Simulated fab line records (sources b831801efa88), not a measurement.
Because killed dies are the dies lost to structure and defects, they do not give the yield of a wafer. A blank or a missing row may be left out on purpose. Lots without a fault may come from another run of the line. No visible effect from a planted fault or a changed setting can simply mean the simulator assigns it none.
The tool behind it: which one?    flow sky130    6 lots with 18 wafers sampled at 4 steps, on a route of 708 steps

WHAT EACH GAUGE READ, for each wafer
SKY_LOCAL_INTERCONNECT_RS_MEAS_01: measurement is done with a four-point probe.
lot   measured      on             LOCAL_INTERCONNECT_TIN_RS (ohm/sq)
L346  day 30 19:56  film metro-04  14.41 13.97 14.51
L348  day 30 20:16  film metro-04  13.90 14.00 13.85
L354  day 32 04:32  film metro-03  14.37 14.48 14.35
L357  day 32 20:41  film metro-03  14.14 14.27 14.57
L360  day 34 13:07  film metro-01  14.15 14.58 14.57
L369  day 37 00:02  film metro-03  14.27 14.08 14.18

WHAT TOOL EACH LOT RAN ON (gives the tool, then ch and the chambers of the sampled wafers, and finally the start)
lot   SKY_VT_ADJUST_PCH_COAT_02          SKY_VT_ADJUST_PCH_STRIP_09            SKY_LI_CONTACT_CVD_21
L346  litho track-03 ch 0, day 10 19:01  plasma asher-02 ch 0,1, day 11 07:02  cvd w-02 ch 0,1, day 30 19:16
L348  litho track-01 ch 0, day 10 21:23  plasma asher-02 ch 0,1, day 11 09:15  cvd w-01 ch 0,1, day 30 19:35
L354  litho track-02 ch 0, day 12 15:14  plasma asher-03 ch 0,1, day 13 04:41  cvd w-02 ch 0,1, day 32 03:52
L357  litho track-02 ch 0, day 13 09:43  plasma asher-04 ch 0,1, day 13 22:09  cvd w-01 ch 1, day 32 19:59
L360  litho track-03 ch 0, day 14 21:31  plasma asher-04 ch 0,1, day 15 11:14  cvd w-02 ch 0,1, day 34 12:26
L369  litho track-03 ch 0, day 17 13:22  plasma asher-04 ch 0,1, day 18 04:59  cvd w-01 ch 0,1, day 36 23:22
- SKY_VT_ADJUST_PCH_COAT_02: resist thk 3000 nm.
- SKY_VT_ADJUST_PCH_STRIP_09: strips in O2/N2.
- SKY_LI_CONTACT_CVD_21: deposits W, target thk 400 nm, time 120.56 s.

THE ANSWER, worked out from the rows above alone
Rule: the usual values come from the lots themselves. The widest of any qualifying gaps counts: lots, ordered by their means at a reading, are off when they make up no more than a third of the lots, leave a main group of 4 or more, and stand apart from it by 3 or more times the standard deviation of that group's means. Not used: any main group whose means are identical at the precision the tables above print for the reading. A lot without any number at a reading at which 4 lots or more have one is off too. Any other lot the step has rows for is counted as sound.
No lot is off at any reading shown: from this, nothing can be told.

WHAT THE SIMULATOR PUT IN
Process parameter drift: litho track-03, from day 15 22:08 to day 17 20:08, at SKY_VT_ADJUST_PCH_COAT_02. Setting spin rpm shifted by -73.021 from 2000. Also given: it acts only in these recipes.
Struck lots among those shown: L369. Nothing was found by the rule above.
